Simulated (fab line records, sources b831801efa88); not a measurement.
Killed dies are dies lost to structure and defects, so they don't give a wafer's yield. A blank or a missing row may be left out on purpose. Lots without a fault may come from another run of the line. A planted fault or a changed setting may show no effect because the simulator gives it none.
fab line records | flow sky130
record lots=6 wafers=18 last_day=49
route steps=708 shown VT_ADJUST_HVTR@139 VT_ADJUST_PCH@143 SONOS_TUNNEL@154 PAD_OPEN@708
lots that met no fault: from a run of the same line without faults
start_h: hours from the record's first day to the start of the lot's first wafer shown | wait_h: hours since the lot's step before | " the same as in the row above | L1.1+2: a row that stands for several wafers | - no value, or no start given | * or withheld: withheld | < > ~ a bound
route shown NAME@n: a module of which the file shows steps, and the number in the route of the first | usual: mean/standard deviation of fault-free wafers | same: alike in all rows | chamber/n: place in a boat | sites: the reading at each site | _std_site: their standard deviation | _edge_site: outer sites' mean less inner sites' | radius_mm: how far each site lies from the wafer's centre | mask NAME#n: copy n | behind: the tool/chamber that last shaped the wafer | hold: why the lot was held/for how many hours/how that ended | device: the transistor (n, p or np) that didn't switch | end of line: the same wafers' tests at the end of the route | a step without rows: its recipe alone | killed: dies lost to structure and defects at the first sort, not the wafer's yield | map: a wafer's dies, x killed, . not, _ none there
set.NAME: the setting as run; set.NAME@STEP: as run at that earlier step | model.NAME: the simulator's own value behind a step, which no gauge read
lots at some steps of the route; a table a step, a row a wafer
services: from which hour (start_h, from the record's first day; less than 0 if before it) a tool's chamber was out of use, for how many hours, and why
## steps
# step SKY_VT_ADJUST_HVTR_OVL_MEAS_08
# usual VT_ADJUST_HVTR_OVL=0.1/1.2
# columns lot.wafer tool chamber start_h wait_h VT_ADJUST_HVTR_OVL[nm]
L216.1 overlay-02 - 207.58 0.1 1.1
L216.2 " - " " 1.2
L216.6 " - " " -0.5
L222.1 overlay-02 - 260.83 0.1 -3.1
L222.2 " - " " -1.5
L222.3 " - " " -2.6
L226.1 overlay-02 - 281.29 0.1 1.1
L226.4 " - " " 2.1
L226.5 " - " " 1.4
L227.1 overlay-01 - 289.53 0.1 0.6
L227.4 " - " " 1.4
L227.5 " - " " 1.6
L232.3 overlay-01 - 330.34 0.1 1.7
L232.4 " - " " 0.5
L232.5 " - " " -0.7
L235.1 overlay-02 - 352.43 0.1 0.6
L235.2 " - " " -0.4
L235.6 " - " " -0.2
# step SKY_VT_ADJUST_HVTR_IMPLANT_09
# recipe species=B energy_kev=10 dose_cm2=2.1e+12 tilt_deg=withheld
# step SKY_VT_ADJUST_HVTR_STRIP_10
# recipe chemistry=O2/N2 power_w=1400 pressure_mtorr=1500 platen_temp_c=withheld o2_flow_sccm=3000 n2_flow_sccm=300 overash_fraction=0.5
# usual drypump_motor_current_A=5.7/0.6 n2_flow_sccm=300.1/0.88 oes_product_au=0.715/0.0049 strip_time_to_endpoint_s=14.16/0.039
# columns lot.wafer tool chamber start_h wait_h drypump_motor_current_A n2_flow_sccm oes_product_au rf_hours_counter_h strip_time_to_endpoint_s
L216.1 plasma_asher-03 1 207.77 0.1 6.0 299.9 0.717 52 14.09
L216.2 " 0 " " 4.9 300.2 0.709 52 14.14
L216.6 " 1 " " 6.0 299.5 0.722 - 14.14
L222.1 plasma_asher-03 1 261.01 0.1 6.0 299.7 0.716 58 14.16
L222.2 " 0 " " 4.9 300.5 0.717 58 14.17
L222.3 " 0 " " 4.9 300.4 0.717 - 14.16
L226.1 plasma_asher-02 1 281.48 0.1 5.7 299.4 0.709 62 14.21
L226.4 " 1 " " 5.6 301.2 0.715 - 14.15
L226.5 " 1 " " 5.7 299.4 0.719 - 14.16
L227.1 plasma_asher-02 0 289.71 0.1 5.7 300.2 0.722 63 14.15
L227.4 " 1 " " 5.7 299.8 0.723 - 14.18
L227.5 " 1 " " 5.7 298.8 0.720 - 14.19
L232.3 plasma_asher-04 1 330.55 0.1 6.7 299.1 0.714 - 14.13
L232.4 " 0 " " 6.6 301.7 0.711 - 14.14
L232.5 " 1 " " 6.7 301.0 0.724 - 14.14
L235.1 plasma_asher-04 0 352.61 0.1 6.6 300.8 0.718 52 14.19
L235.2 " 1 " " 6.7 299.6 0.722 52 14.18
L235.6 " 0 " " 6.6 301.2 0.711 - 14.19
# step SKY_VT_ADJUST_HVTR_TW_MEAS_11
# usual VT_ADJUST_HVTR_TW=212.2/1.6
# columns lot.wafer tool chamber start_h wait_h VT_ADJUST_HVTR_TW
L216.1 film_metro-02 - 207.87 0.1 211.6
L216.2 " - " " 212.3
L216.6 " - " " 211.5
L222.1 film_metro-01 - 261.11 0.1 210.9
L222.2 " - " " 211.3
L222.3 " - " " 209.8
L226.1 film_metro-02 - 281.58 0.1 213.2
L226.4 " - " " 212.4
L226.5 " - " " 213.6
L227.1 film_metro-01 - 289.81 0.1 208.9
L227.4 " - " " 209.9
L227.5 " - " " 210.5
L232.3 film_metro-04 - 330.64 0.1 213.6
L232.4 " - " " 214.2
L232.5 " - " " 214.8
L235.1 film_metro-04 - 352.71 0.1 214.6
L235.2 " - " " 215.1
L235.6 " - " " 214.1
# step SKY_VT_ADJUST_PCH_DEHYDRATE_00
# recipe temp_c=200 time_s=60
# step SKY_VT_ADJUST_PCH_HMDS_01
# recipe prime_time_s=60 prime_temp_c=120
# step SKY_VT_ADJUST_PCH_COAT_02
# recipe spin_rpm=2000 resist_thk_nm=3000
# step SKY_VT_ADJUST_PCH_SOFTBAKE_03
# recipe temp_c=110 time_s=withheld
# step SKY_VT_ADJUST_PCH_EXPOSE_04
# recipe mask_id=NWM na=0.6 source_shape=conventional sigma_outer=0.6 polarization=unpolarized target_cd_nm=840 dose_mj=255
# step SKY_VT_ADJUST_PCH_PEB_05
# recipe temp_c=115 time_s=withheld
# step SKY_VT_ADJUST_PCH_DEVELOP_06
# recipe wall_angle_deg=90 developer=TMAH develop_time_s=60 dev_temp_c=23
# step SKY_VT_ADJUST_PCH_OVL_MEAS_07
# usual VT_ADJUST_PCH_OVL=-0.3/1.4
# columns lot.wafer tool chamber start_h wait_h VT_ADJUST_PCH_OVL[nm]
L216.1 overlay-01 - 229.62 - 0.1
L216.2 " - " " 0.0
L216.6 " - " " 0.2
L222.1 overlay-02 - 285.46 - -0.2
L222.2 " - " " -0.4
L222.3 " - " " 0.2
L226.1 overlay-01 - 305.92 - -0.4
L226.4 " - " " -1.3
L226.5 " - " " -1.9
L227.1 overlay-02 - 315.62 - -2.9
L227.4 " - " " -1.1
L227.5 " - " " -0.9
L232.3 overlay-02 - 358.13 - -1.6
L232.4 " - " " 2.0
L232.5 " - " " -0.6
L235.1 overlay-02 - 380.87 - -0.3
L235.2 " - " " 1.0
L235.6 " - " " -0.9
# step SKY_VT_ADJUST_PCH_IMPLANT_08
# recipe species=B energy_kev=10 dose_cm2=5e+11 tilt_deg=withheld
# usual beam_on_s=10.01/0.19 end_station_pressure_torr=5.01e-06/2.8e-07 faraday_current_uA=2.82/0.054
# columns lot.wafer tool chamber start_h wait_h beam_on_s end_station_pressure_torr faraday_current_uA
L216.1 implanter-01 0 229.66 0.0 10.09 5.14e-06 2.80
L216.2 " 0 " " 10.27 4.94e-06 2.75
L216.6 " 0 " " 10.02 4.62e-06 2.82
L222.1 implanter-02 0 285.50 0.0 12.36 0.00010238 2.30
L222.2 " 0 " " 12.02 8.763e-05 2.37
L222.3 " 0 " " 11.95 9.637e-05 2.39
L226.1 implanter-02 0 305.95 0.0 12.10 9.469e-05 2.37
L226.4 " 0 " " 11.63 9.163e-05 2.45
L226.5 " 0 " " 11.87 9.414e-05 2.40
L227.1 implanter-01 0 315.66 0.0 9.87 5.17e-06 2.84
L227.4 " 0 " " 10.01 4.84e-06 2.82
L227.5 " 0 " " 9.91 4.96e-06 2.84
L232.3 implanter-01 0 358.21 0.1 9.94 5.45e-06 2.84
L232.4 " 0 " " 9.84 5.08e-06 2.86
L232.5 " 0 " " 10.13 5.13e-06 2.78
L235.1 implanter-02 0 380.91 0.0 9.93 4.91e-06 2.83
L235.2 " 0 " " 10.11 4.65e-06 2.80
L235.6 " 0 " " 9.99 5.03e-06 2.82
# step SKY_VT_ADJUST_PCH_STRIP_09
# recipe chemistry=O2/N2 power_w=1400 pressure_mtorr=1500 platen_temp_c=withheld o2_flow_sccm=3000 n2_flow_sccm=300 overash_fraction=0.5
# usual drypump_motor_current_A=6.1/0.65 n2_flow_sccm=300.0/0.85 oes_product_au=0.722/0.0046 strip_time_to_endpoint_s=36.90/0.1
# columns lot.wafer tool chamber start_h wait_h drypump_motor_current_A n2_flow_sccm oes_product_au rf_hours_counter_h strip_time_to_endpoint_s
L216.1 plasma_asher-01 1 229.81 0.1 6.3 300.0 0.724 11 37.14
L216.2 " 0 " " 4.7 301.4 0.730 11 37.01
L216.6 " 1 " " 6.3 299.9 0.717 - 37.06
L222.1 plasma_asher-04 1 285.65 0.1 6.7 300.5 0.727 45 36.92
L222.2 " 0 " " 6.6 298.7 0.726 45 36.99
L222.3 " 0 " " 6.6 298.5 0.726 - 36.91
L226.1 plasma_asher-01 1 306.10 0.1 6.3 300.9 0.725 19 36.98
L226.4 " 1 " " 6.3 300.2 0.723 - 36.98
L226.5 " 1 " " 6.3 299.7 0.723 - 36.93
L227.1 plasma_asher-04 0 315.81 0.1 6.6 300.4 0.719 49 36.97
L227.4 " 1 " " 6.7 299.3 0.713 - 36.87
L227.5 " 0 " " 6.6 299.5 0.717 - 37.09
L232.3 plasma_asher-01 0 358.34 0.1 4.7 299.5 0.722 - 36.84
L232.4 " 1 " " 6.3 301.1 0.725 - 36.88
L232.5 " 1 " " 6.3 300.0 0.732 - 36.81
L235.1 plasma_asher-04 0 381.06 0.1 6.6 300.4 0.719 55 36.90
L235.2 " 1 " " 6.7 300.2 0.725 55 36.85
L235.6 " 0 " " 6.6 299.5 0.730 - 36.96
# step SKY_VT_ADJUST_PCH_TW_MEAS_10
# usual VT_ADJUST_PCH_TW=141.9/1.8
# columns lot.wafer tool chamber start_h wait_h VT_ADJUST_PCH_TW
L216.1 film_metro-01 - 229.91 0.1 143.1
L216.2 " - " " 142.8
L216.6 " - " " 142.6
L222.1 film_metro-01 - 285.75 0.1 149.0
L222.2 " - " " 149.3
L222.3 " - " " 149.7
L226.1 film_metro-02 - 306.20 0.1 151.1
L226.4 " - " " 150.6
L226.5 " - " " 149.7
L227.1 film_metro-02 - 315.92 0.1 143.9
L227.4 " - " " 143.7
L227.5 " - " " 144.1
L232.3 film_metro-01 - 358.43 0.1 142.7
L232.4 " - " " 142.0
L232.5 " - " " 142.6
L235.1 film_metro-02 - 381.16 0.1 144.5
L235.2 " - " " 144.3
L235.6 " - " " 144.2
# step SKY_SONOS_TUNNEL_DEHYDRATE_00
# recipe temp_c=200 time_s=60
# step SKY_PAD_OPEN_PROBE_99
# usual killed_at_M0_to_M3=43/6.7 killed_at_M4_up=3.2/1.9 killed_at_contacts=24/5.9 killed_at_front_end=15/4.1 killed_at_other=0.3/0.56 killed_dies=86/9.5 killed_open=47/7.4 killed_short=39/5.5
# same gross_dies=492 killed_at_back_side=0
# columns lot.wafer tool chamber start_h wait_h killed_at_M0_to_M3 killed_at_M4_up killed_at_contacts killed_at_front_end killed_at_other killed_dies killed_open killed_short model.etest.pfet_g5v0d10v5.off_log10_a_um model.etest.pfet_01v8_lvt.off_log10_a_um model.etest.pfet_g5v0d10v5.vt_sat_v model.etest.pfet_16v.vt_v model.etest.pfet_g5v0d10v5.vt_v model.etest.pfet_g5v0d10v5.vt_long_v model.etest.pfet_01v8_lvt.vt_sat_v model.etest.pfet_01v8_lvt.vt_v
L222.1 prober-01 - 1124.79 0.1 40 2 20 22 1 85 50 35 -12.15 -8.536 -0.5953 -1.063 -0.8029 -0.8935 -0.4137 -0.5129
L222.2 prober-01 - 1124.84 0.1 37 2 20 11 0 70 35 35 -12.25 -8.733 -0.602 -1.078 -0.8058 -0.9106 -0.4268 -0.5213
L222.3 prober-01 - 1124.89 0.2 41 1 30 20 1 93 48 45 -12.25 -8.784 -0.5839 -1.068 -0.7879 -0.8914 -0.4255 -0.5197
L226.1 prober-02 - 1136.65 0.1 32 0 30 26 0 88 54 34 -12.07 -8.527 -0.5871 -1.055 -0.7937 -0.8852 -0.4064 -0.4981
L226.4 prober-02 - 1136.80 0.2 31 6 30 16 0 83 45 38 -12.11 -8.299 -0.5876 -1.037 -0.7937 -0.8766 -0.3949 -0.4914
L226.5 prober-02 - 1136.85 0.2 32 1 24 16 0 73 37 36 -11.75 -8.198 -0.5656 -1.043 -0.7824 -0.8796 -0.4001 -0.4959
L227.1 prober-01 - 1143.88 0.1 39 4 19 11 0 73 36 37 -13.19 -9.254 -0.7095 -1.136 -0.8858 -0.9567 -0.476 -0.5609
L227.4 prober-01 - 1144.03 0.2 36 1 34 12 0 83 40 43 -13.3 -9.234 -0.7203 -1.145 -0.8901 -0.9688 -0.4841 -0.5666
L227.5 prober-01 - 1144.08 0.2 45 5 22 11 0 83 47 36 -13.06 -9.264 -0.698 -1.142 -0.8712 -0.9644 -0.4814 -0.5656
L232.3 prober-02 - 1171.78 0.2 48 1 12 11 0 72 40 32 -12.6 -9.04 -0.6257 -1.1 -0.8177 -0.9313 -0.4534 -0.5382
L232.4 prober-02 - 1171.83 0.2 42 3 21 20 0 86 48 38 -12.49 -8.966 -0.6369 -1.095 -0.8323 -0.9242 -0.4419 -0.5295
L232.5 prober-02 - 1171.88 0.2 46 2 12 14 1 75 40 35 -12.7 -8.989 -0.6367 -1.09 -0.8318 -0.9254 -0.4439 -0.5315
L235.1 prober-01 - 1184.94 0.1 38 3 23 28 0 92 51 41 -12.78 -8.806 -0.6433 -1.108 -0.8277 -0.9347 -0.4408 -0.5279
L235.2 prober-01 - 1184.99 0.1 42 6 20 11 0 79 41 38 -12.81 -8.883 -0.6624 -1.109 -0.8532 -0.9356 -0.4458 -0.5375
L235.6 prober-01 - 1185.19 0.2 48 3 19 15 0 85 47 38 -12.66 -9.086 -0.6336 -1.096 -0.8194 -0.9266 -0.4486 -0.5365
# killed by level:class
L222.1 VIA1:geometric_particle:open=13 CONTACT:geometric_particle:open=8 VIA1:geometric_particle:short=8 POLY_GATE:geometric_particle:short=6 LI_CONTACT:geometric_particle:open=6 FIELD_ISO:geometric_particle:open=5 FIELD_ISO:geometric_particle:short=5 VIA2:geometric_particle:open=5
L222.2 CONTACT:geometric_particle:open=9 VIA1:geometric_particle:open=9 VIA3:geometric_particle:open=7 VIA1:geometric_particle:short=5 CONTACT:geometric_particle:short=5 METAL1:geometric_particle:short=4 FIELD_ISO:geometric_particle:short=3 POLY_GATE:geometric_particle:short=3
L222.3 LI_CONTACT:geometric_particle:open=12 CONTACT:geometric_particle:open=7 VIA1:geometric_particle:open=7 FIELD_ISO:geometric_particle:short=6 FIELD_ISO:geometric_particle:open=6 METAL2:geometric_particle:short=6 VIA3:geometric_particle:open=5 LI_CONTACT:geometric_particle:short=5
L226.1 CONTACT:geometric_particle:open=15 FIELD_ISO:geometric_particle:short=10 FIELD_ISO:geometric_particle:open=9 VIA1:geometric_particle:open=6 LI_CONTACT:geometric_particle:open=6 METAL1:geometric_particle:short=5 VIA3:geometric_particle:open=5 POLY_GATE:geometric_particle:open=4
L226.4 CONTACT:geometric_particle:open=13 METAL1:geometric_particle:short=10 FIELD_ISO:geometric_particle:open=7 VIA3:geometric_particle:open=6 FIELD_ISO:geometric_particle:short=5 LI_CONTACT:geometric_particle:open=5 LOCAL_INTERCONNECT:geometric_particle:short=5 VIA2:geometric_particle:open=4
L226.5 CONTACT:geometric_particle:open=10 VIA3:geometric_particle:open=8 FIELD_ISO:geometric_particle:short=5 FIELD_ISO:geometric_particle:open=4 LI_CONTACT:geometric_particle:short=4 VIA1:geometric_particle:short=4 VIA2:geometric_particle:short=4 VIA3:geometric_particle:short=4
L227.1 CONTACT:geometric_particle:open=8 METAL2:geometric_particle:short=7 VIA3:geometric_particle:open=7 METAL1:geometric_particle:short=6 LOCAL_INTERCONNECT:geometric_particle:short=5 VIA2:geometric_particle:open=5 FIELD_ISO:geometric_particle:open=4 VIA3:geometric_particle:short=4
L227.4 CONTACT:geometric_particle:open=10 CONTACT:geometric_particle:short=9 FIELD_ISO:geometric_particle:open=6 LOCAL_INTERCONNECT:geometric_particle:short=6 METAL2:geometric_particle:short=6 VIA2:geometric_particle:open=6 LI_CONTACT:geometric_particle:short=5 VIA1:geometric_particle:short=4
L227.5 CONTACT:geometric_particle:open=10 VIA2:geometric_particle:open=9 LI_CONTACT:geometric_particle:open=7 VIA3:geometric_particle:open=7 VIA1:geometric_particle:open=7 METAL2:geometric_particle:short=7 LOCAL_INTERCONNECT:geometric_particle:short=4 METAL4:geometric_particle:short=4
L232.3 VIA1:geometric_particle:open=10 VIA2:geometric_particle:open=9 LI_CONTACT:geometric_particle:open=7 VIA3:geometric_particle:open=6 METAL2:geometric_particle:short=5 METAL3:geometric_particle:short=5 VIA1:geometric_particle:short=4 POLY_GATE:geometric_particle:open=3
L232.4 VIA1:geometric_particle:open=11 CONTACT:geometric_particle:short=8 FIELD_ISO:geometric_particle:short=7 VIA3:geometric_particle:open=6 CONTACT:geometric_particle:open=6 VIA2:geometric_particle:open=6 METAL1:geometric_particle:short=5 POLY_GATE:geometric_particle:short=4
L232.5 VIA2:geometric_particle:open=13 VIA1:geometric_particle:open=8 VIA1:geometric_particle:short=6 LI_CONTACT:geometric_particle:open=4 METAL2:geometric_particle:short=4 FIELD_ISO:geometric_particle:short=3 FIELD_ISO:geometric_particle:open=3 POLY_GATE:geometric_particle:short=3
L235.1 FIELD_ISO:geometric_particle:short=9 POLY_GATE:geometric_particle:open=9 VIA2:geometric_particle:open=8 LOCAL_INTERCONNECT:geometric_particle:short=6 CONTACT:geometric_particle:open=6 VIA1:geometric_particle:open=6 FIELD_ISO:geometric_particle:open=5 LI_CONTACT:geometric_particle:open=5
L235.2 VIA3:geometric_particle:open=7 VIA1:geometric_particle:open=7 VIA2:geometric_particle:open=7 LI_CONTACT:geometric_particle:open=6 METAL4:geometric_particle:short=5 METAL1:geometric_particle:short=5 CONTACT:geometric_particle:short=5 CONTACT:geometric_particle:open=5
L235.6 VIA1:geometric_particle:open=12 VIA2:geometric_particle:open=10 LOCAL_INTERCONNECT:geometric_particle:short=6 FIELD_ISO:geometric_particle:short=5 VIA1:geometric_particle:short=5 CONTACT:geometric_particle:open=4 METAL2:geometric_particle:short=4 VIA3:geometric_particle:open=4
## services
# columns tool chamber start_h hours kind
implanter-01 - 224.38 3.3 pm
plasma_asher-01 - 261.59 1.9 repair
plasma_asher-03 - 280.30 14.6 pm
plasma_asher-02 - 294.00 2.8 pm
implanter-02 - 323.43 2.8 pm
plasma_asher-04 - 326.82 1.9 repair
## key
first_sign step=SKY_VT_ADJUST_PCH_IMPLANT_08 reading=end_station_pressure_torr direction=up sigmas=99+ usual=5.01e-06 struck=9.447e-05
effect step=SKY_VT_ADJUST_PCH_IMPLANT_08 reading=beam_on_s direction=up sigmas=10 usual=10.01 struck=11.99
effect step=SKY_VT_ADJUST_PCH_TW_MEAS_10 reading=VT_ADJUST_PCH_TW direction=up sigmas=4.4 usual=141.9 struck=149.9
model_effect step=SKY_PAD_OPEN_PROBE_99 value=etest.pfet_g5v0d10v5.off_log10_a_um without=-12.63 struck=-12.1
met_at SKY_VT_ADJUST_PCH_IMPLANT_08
struck_wafers L222.1,L222.2,L222.3,L226.1,L226.4,L226.5
tester_left_out L222,L226
fault kind=process_parameter_drift tool=implanter-02 chamber=- onset_h=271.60 steps=SKY_VT_ADJUST_PCH_IMPLANT_08 channel=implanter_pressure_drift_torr offset=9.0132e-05 shape=step end_h=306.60
fault kind=process_parameter_drift tool=implanter-02 chamber=- onset_h=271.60 steps=SKY_VT_ADJUST_PCH_IMPLANT_08 channel=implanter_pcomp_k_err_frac offset=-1 shape=step end_h=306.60
# tester_left_out: of these lots the tester's yield and bins aren't shown, on N5 and GAA mostly nor the transistor test; their killed dies are dies lost to structure and defects alone, not to doping, threshold or leakage, so they don't give the yield
